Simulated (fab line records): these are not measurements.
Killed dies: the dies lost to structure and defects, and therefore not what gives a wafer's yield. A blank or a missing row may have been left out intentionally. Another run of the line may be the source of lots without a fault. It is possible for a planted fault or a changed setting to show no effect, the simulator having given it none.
A struck lot beside a sound one	flow gf180mcu	20 out of 602 route steps
Sound: wafers L301.4, L301.5, L301.6. Struck: wafers L305.1, L305.4, L305.6. Last of all comes the cause.
Per side, at each step with rows, come the tool, then ch with its chambers, and then its first start. Under that, the readings that differ: sound wafers	struck wafers	difference of the means	sigmas: that difference in standard deviations of wafers without a fault.
alike: same words and numbers on both sides, and readings whose means sit less than 2 such deviations apart. not compared: any withheld reading, any reading some wafer has no value for, any bound like >300 that may hide the same value, and any number with overlapping values for which the record gives no deviation.
The two part at a step that has a row with sigmas, a row that says differs or no value, or rows on one side only. Numbers that don't overlap but have no deviation are shown without sigmas and don't part them. A reading that every wafer of one side lacks parts them only if that side has two wafers or more.

first, 6 steps without rows for these wafers: GF_M3_HMDS_08 (prime time 60 s); GF_M3_COAT_09 (resist thk 1000 nm); GF_M3_SOFTBAKE_10 (time 60 s); GF_M3_EXPOSE_11 (exposes mask Metal3, target cd 280 nm); GF_M3_PEB_12 (peb time 90 s); GF_M3_DEVELOP_13 (develop time 60 s).
GF_M3_CD_MEAS_14: target cd 280 nm.
  struck on cd sem-01, day 22 18:53; sound on cd sem-02, day 21 08:41
  alike: cd nm
GF_M3_OVL_MEAS_15:
  struck on overlay-01, day 22 19:00; sound on overlay-02, day 21 08:46
  alike: M3_OVL
GF_M3_METAL_ETCH_16: etches the open film in Cl2/BCl3, stops on SiO2, target depth 750.8 nm, time 125.1 s.
  sound on rie metal-03 ch 0,1, day 21 08:50; struck on rie metal-02 ch 0,1, day 22 19:02
  alike: drypump motor current A, mfc cl2 sccm, oes product au, throttle valve pct
  not compared: rf hours counter h
GF_M3_STRIP_17: strips in O2/N2.
  sound on plasma asher-01 ch 0,1, day 21 08:57; struck on plasma asher-03 ch 0,1, day 22 19:10
  alike: drypump motor current A, heater power w, oes product au, strip time to endpoint s
  not compared: rf hours counter h
then, 2 steps without rows for these wafers: GF_M3_STRIP_18 (strips in post etch residue remover, time 1200 s); GF_M3_CLEAN_19 (cleans in DIW).
GF_V3_CVD_00: deposits SiO2, target thk 600 nm, time 100 s.
  sound on hdpcvd-01 ch 0,1,2, day 21 09:32; struck on hdpcvd-02 ch 0,1,2, day 22 19:58
GF_V3_THK_MEAS_01:
  struck on film metro-02, day 22 20:02; sound on film metro-03, day 21 09:35
reading	sound	struck	difference	sigmas
V3_CVD_00_THK (nm)	597 591 606	1192 1197 1200	+598	+99 or more
GF_V3_CVD_02: deposits SiO2 from TEOS, target thk 850 nm, time 94.851 s.
  sound on pecvd-01 ch 0,1,2, day 21 09:40; struck on pecvd-04 ch 0,2, day 22 20:06
  alike: heater power w
GF_V3_THK_MEAS_03:
  struck on film metro-01, day 22 20:10; sound on film metro-02, day 21 09:43
  alike: V3_CVD_02_THK
GF_V3_CMP_04: polishes SiO2.
  sound on cmp-02 ch 1,2, day 21 09:45; struck on cmp-02 ch 0,1,3, day 22 20:17
  alike: edge zone pressure frac, head pressure psi, motor current A, time to endpoint s
GF_V3_BOW_MEAS_05:
  struck on film metro-02, day 22 20:32; sound on film metro-03, day 21 10:07
reading	sound	struck	difference	sigmas
V3_BOW (um)	122 120 126	146 149 147	+25	+3
then, 1 step without rows for these wafers: GF_V3_DEHYDRATE_06 (time 60 s).
-- the record jumps here: 7 days lie between the struck wafers' starts before and after (it left off in module V3 and takes up again in module PASSIVATION, whose first step shown is number 602 of the route) --
GF_PASSIVATION_PROBE_99:
  record: rows for the struck wafers here (prober-02, day 30 06:13), none for the sound ones

== WHERE THEY PART ==
Last at GF_PASSIVATION_PROBE_99 as far as this record goes, first at GF_V3_THK_MEAS_01.

WHY: what the simulator had put in
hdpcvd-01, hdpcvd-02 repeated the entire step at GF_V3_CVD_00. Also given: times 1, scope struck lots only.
